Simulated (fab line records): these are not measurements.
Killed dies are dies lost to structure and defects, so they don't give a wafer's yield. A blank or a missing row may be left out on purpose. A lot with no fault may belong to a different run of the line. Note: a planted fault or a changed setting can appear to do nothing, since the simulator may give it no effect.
A struck lot beside a sound one | flow gf180mcu | 20 out of 602 route steps
Sound: wafers L833.1, L833.5, L833.6. The struck wafers were L841.1, L841.2, L841.3. The cause is given at the end.
Each step with rows lists, per side, the tool, then ch with its chambers, then its first start. Under that, the readings that differ: sound wafers | struck wafers | difference of the means | sigmas: that difference in standard deviations of wafers without a fault.
alike: words and numbers the same on both sides, and readings whose means are apart by under 2 such deviations; not compared: readings that were withheld, readings missing a value for some wafer, numbers with overlapping values and no deviation given by the record, and bounds like >300 which may hide the same value.
A row with sigmas, a row that says differs or no value, or rows on one side alone: a step with any of these is where the two part. Numbers that don't overlap but have no deviation are shown without sigmas and don't part them. A reading missing from all wafers of one side parts the sides only when that side holds two or more wafers.

first, 3 steps without rows for these wafers: GF_MVPSD_EXPOSE_04 (exposes mask MVPSD, target cd 1000 nm); GF_MVPSD_PEB_05; GF_MVPSD_DEVELOP_06 (develop time 60 s).
GF_MVPSD_OVL_MEAS_07:
  sound on overlay-01 at day 7 10:31; struck on overlay-02 at day 9 15:58
  alike: MVPSD_OVL
then, 2 steps without rows for these wafers: GF_MVPSD_IMPLANT_08; GF_MVPSD_IMPLANT_09.
GF_MVPSD_STRIP_10: strips in O2/N2.
  sound on plasma asher-02 ch 0,1, day 7 10:52; struck on plasma asher-03 ch 0,1, day 9 16:19
  reading            | sound       | struck      | difference | sigmas
  heater power w (W) | 305 304 329 | 392 380 383 | +72        | +2
  alike: drypump motor current A, oes product au, strip time to endpoint s
  not compared: rf hours counter h
GF_MVPSD_TW_MEAS_11:
  sound on film metro-03 at day 7 10:58; struck on film metro-02 at day 9 16:25
  alike: MVPSD_TW
then, 4 steps without rows for these wafers: GF_VT_IMPLANT_DEHYDRATE_00 (time 60 s); GF_VT_IMPLANT_HMDS_01 (prime time 60 s); GF_VT_IMPLANT_COAT_02 (resist thk 1000 nm); GF_VT_IMPLANT_SOFTBAKE_03 (time 60 s).
GF_VT_IMPLANT_EXPOSE_04: exposes mask LVPWELL LV AREA, target cd 600 nm.
  sound on iline stepper-01 ch 0, day 7 18:25; struck on iline stepper-02 ch 0, day 10 00:28
  reading | sound                                                 | struck                  | difference | sigmas
  mask    | LVPWELL_LV_AREA#0 LVPWELL_LV_AREA#0 LVPWELL_LV_AREA#0 | MVPSD#0 MVPSD#0 MVPSD#0 | differs    |
then, 2 steps without rows for these wafers: GF_VT_IMPLANT_PEB_05; GF_VT_IMPLANT_DEVELOP_06 (develop time 60 s).
GF_VT_IMPLANT_OVL_MEAS_07:
  sound on overlay-02 at day 8 02:22; struck on overlay-02 at day 10 09:05
  reading             | sound       | struck | difference                    | sigmas
  VT_IMPLANT_OVL (nm) | 2.8 4.0 3.5 | - - -  | no value on the struck wafers |
next, for these wafers, 1 step has no rows: GF_VT_IMPLANT_IMPLANT_08.
GF_VT_IMPLANT_STRIP_09: strips in O2/N2.
  sound on plasma asher-04 ch 0,1, day 8 02:34; struck on plasma asher-02 ch 0,1, day 10 09:16
  alike: drypump motor current A, heater power w, oes product au, strip time to endpoint s
  not compared: rf hours counter h
GF_VT_IMPLANT_TW_MEAS_10:
  sound on film metro-02 at day 8 02:40; struck on film metro-04 at day 10 09:36
  reading       | sound       | struck   | difference | sigmas
  VT_IMPLANT_TW | 561 567 564 | 30 30 30 | -534       | -85
  not compared: hold
GF_PASSIVATION_PROBE_99:
  the record has rows for the sound wafers here (prober-02, day 31 19:25) and none for the struck ones

## WHERE THEY PART
Earliest at GF_MVPSD_STRIP_10; latest, in this record, at GF_PASSIVATION_PROBE_99.

WHY: whatever the simulator had introduced
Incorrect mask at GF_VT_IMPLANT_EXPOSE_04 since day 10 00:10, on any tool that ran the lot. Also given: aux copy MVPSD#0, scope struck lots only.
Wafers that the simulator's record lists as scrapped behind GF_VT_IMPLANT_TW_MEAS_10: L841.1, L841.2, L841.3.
